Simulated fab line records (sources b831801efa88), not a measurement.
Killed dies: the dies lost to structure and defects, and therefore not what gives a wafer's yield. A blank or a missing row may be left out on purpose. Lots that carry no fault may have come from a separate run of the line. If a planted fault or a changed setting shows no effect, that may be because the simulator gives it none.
What tool caused it? :: flow sky130 :: 39 wafers from 13 lots sampled at 4 of the route's 708 steps

WHAT THE GAUGES SHOWED, per wafer
SKY_SD_N_TW_MEAS_12.
lot: L256
measured: day 27 15:23
on: film metro-03
SD_N_TW: 3958 3947 3953

lot: L258
measured: day 28 16:56
on: film metro-04
SD_N_TW: 3985 4009 3997

lot: L259
measured: day 28 21:44
on: film metro-02
SD_N_TW: 4029 4055 4069

lot: L260
measured: day 29 12:17
on: film metro-04
SD_N_TW: 4006 4001 4006

lot: L261
measured: day 29 20:30
on: film metro-04
SD_N_TW: 4041 4026 4030

lot: L263
measured: day 30 06:12
on: film metro-02
SD_N_TW: 4037 4047 4044

lot: L265
measured: day 31 07:20
on: film metro-04
SD_N_TW: 4010 4000 4009

lot: L267
measured: day 31 23:59
on: film metro-02
SD_N_TW: 4048 4032 4020

lot: L268
measured: day 32 00:26
on: film metro-02
SD_N_TW: 4009 3982 3996

lot: L275
measured: day 34 04:59
on: film metro-03
SD_N_TW: 4010 3984 3987

lot: L277
measured: day 34 15:07
on: film metro-03
SD_N_TW: 3976 3983 3982

lot: L278
measured: day 35 01:26
on: film metro-03
SD_N_TW: 3975 3976 3964

lot: L279
measured: day 35 07:56
on: film metro-04
SD_N_TW: 4033 4022 4012

SKY_LI_CONTACT_THK_MEAS_01.
lot: L256
measured: day 27 16:09
on: film metro-02
LI_CONTACT_HDPCVD_THK (nm): 923 924 919

lot: L258
measured: day 28 17:43
on: film metro-02
LI_CONTACT_HDPCVD_THK (nm): 935 930 948

lot: L259
measured: day 28 22:30
on: film metro-02
LI_CONTACT_HDPCVD_THK (nm): 951 943 937

lot: L260
measured: day 29 13:02
on: film metro-04
LI_CONTACT_HDPCVD_THK (nm): 916 914 906

lot: L261
measured: day 29 21:16
on: film metro-03
LI_CONTACT_HDPCVD_THK (nm): 923 923 931

lot: L263
measured: day 30 07:01
on: film metro-02
LI_CONTACT_HDPCVD_THK (nm): 925 924 930

lot: L265
measured: day 31 08:07
on: film metro-02
LI_CONTACT_HDPCVD_THK (nm): 925 933 937

lot: L267
measured: day 32 00:50
on: film metro-03
LI_CONTACT_HDPCVD_THK (nm): 931 929 932

lot: L268
measured: day 32 01:11
on: film metro-03
LI_CONTACT_HDPCVD_THK (nm): 918 928 919

lot: L275
measured: day 34 05:45
on: film metro-04
LI_CONTACT_HDPCVD_THK (nm): 936 932 942

lot: L277
measured: day 34 15:52
on: film metro-04
LI_CONTACT_HDPCVD_THK (nm): 938 939 939

lot: L278
measured: day 35 02:13
on: film metro-02
LI_CONTACT_HDPCVD_THK (nm): 939 935 933

lot: L279
measured: day 35 08:43
on: film metro-02
LI_CONTACT_HDPCVD_THK (nm): 934 932 938

SKY_LI_CONTACT_CD_MEAS_12: the cd target is 170 nm.
lot: L256
measured: day 28 20:40
on: cd sem-02
cd nm (nm): 168.7 169.0 168.7

lot: L258
measured: day 29 22:43
on: cd sem-01
cd nm (nm): 170.8 170.7 170.6

lot: L259
measured: day 30 03:27
on: cd sem-01
cd nm (nm): 169.6 169.0 169.1

lot: L260
measured: day 30 17:28
on: cd sem-02
cd nm (nm): 170.8 168.3 170.3

lot: L261
measured: day 31 01:19
on: cd sem-02
cd nm (nm): 168.1 166.7 168.0

lot: L263
measured: day 31 11:25
on: cd sem-01
cd nm (nm): 170.9 171.5 169.3

lot: L265
measured: day 32 11:24
on: cd sem-02
cd nm (nm): 168.6 170.0 167.7

lot: L267
measured: day 33 03:28
on: cd sem-01
cd nm (nm): 168.2 169.4 168.8

lot: L268
measured: day 33 05:13
on: cd sem-02
cd nm (nm): 149.0 149.6 148.9

lot: L275
measured: day 35 07:55
on: cd sem-02
cd nm (nm): 170.2 168.8 170.9

lot: L277
measured: day 35 18:20
on: cd sem-01
cd nm (nm): 169.7 168.8 168.6

lot: L278
measured: day 36 04:42
on: cd sem-02
cd nm (nm): 170.5 171.1 171.6

lot: L279
measured: day 36 10:27
on: cd sem-01
cd nm (nm): 168.2 170.6 169.6

WHAT TOOL EACH LOT RAN ON (gives the tool, then ch and the chambers of the sampled wafers, and finally the start)
lot: L256
SKY_LI_CONTACT_EXPOSE_09: krf scanner-01 ch 0, day 28 07:08

lot: L258
SKY_LI_CONTACT_EXPOSE_09: krf scanner-02 ch 0, day 29 09:10

lot: L259
SKY_LI_CONTACT_EXPOSE_09: krf scanner-02 ch 0, day 29 13:47

lot: L260
SKY_LI_CONTACT_EXPOSE_09: krf scanner-02 ch 0, day 30 03:05

lot: L261
SKY_LI_CONTACT_EXPOSE_09: krf scanner-02 ch 0, day 30 12:19

lot: L263
SKY_LI_CONTACT_EXPOSE_09: krf scanner-02 ch 0, day 30 21:31

lot: L265
SKY_LI_CONTACT_EXPOSE_09: krf scanner-01 ch 0, day 31 23:01

lot: L267
SKY_LI_CONTACT_EXPOSE_09: krf scanner-01 ch 0, day 32 14:11

lot: L268
SKY_LI_CONTACT_EXPOSE_09: krf scanner-01 ch 0, day 32 15:46

lot: L275
SKY_LI_CONTACT_EXPOSE_09: krf scanner-01 ch 0, day 34 18:44

lot: L277
SKY_LI_CONTACT_EXPOSE_09: krf scanner-02 ch 0, day 35 05:23

lot: L278
SKY_LI_CONTACT_EXPOSE_09: krf scanner-01 ch 0, day 35 16:01

lot: L279
SKY_LI_CONTACT_EXPOSE_09: krf scanner-02 ch 0, day 35 21:37
- SKY_LI_CONTACT_EXPOSE_09: exposes mask LICM1, target cd 170 nm.

WHAT THE TOOLS THEMSELVES READ (means of the sampled wafers that have a number; where no wafer has one, the mark that the record gives instead)
The record holds no such reading with a usual standard deviation.

THE ANSWER, worked out from the rows above alone
Rule: the usual values come from the lots themselves. The widest of any qualifying gaps counts: lots, ordered by their means at a reading, are off when they make up no more than a third of the lots, leave a main group of 4 or more, and stand apart from it by 3 or more times the standard deviation of that group's means. A main group whose means are all the same, to the digits that the tables above print for the reading, isn't used. A lot without any number at a reading at which 4 lots or more have one is off too. The other lots that the step has rows for count as sound. After the gauges, taken in route order, come the tools' own readings; for these a lot's mean is taken, as printed above. The first step at which some lot is off is used, and at that step the reading that is off furthest; a lot without a number counts as furthest.
Off: L268, at SKY_LI_CONTACT_CD_MEAS_12 (cd nm). The main group has a mean of 169.5 nm with a standard deviation of 0.95.
A tool fits if, at a process step before that reading, it ran every lot that is off, and no sound lot after the first of them. The gauges at SKY_LI_CONTACT_CD_MEAS_12 are tried like those tools. No candidate that was tried fits.

WHAT THE SIMULATOR HAD INSERTED
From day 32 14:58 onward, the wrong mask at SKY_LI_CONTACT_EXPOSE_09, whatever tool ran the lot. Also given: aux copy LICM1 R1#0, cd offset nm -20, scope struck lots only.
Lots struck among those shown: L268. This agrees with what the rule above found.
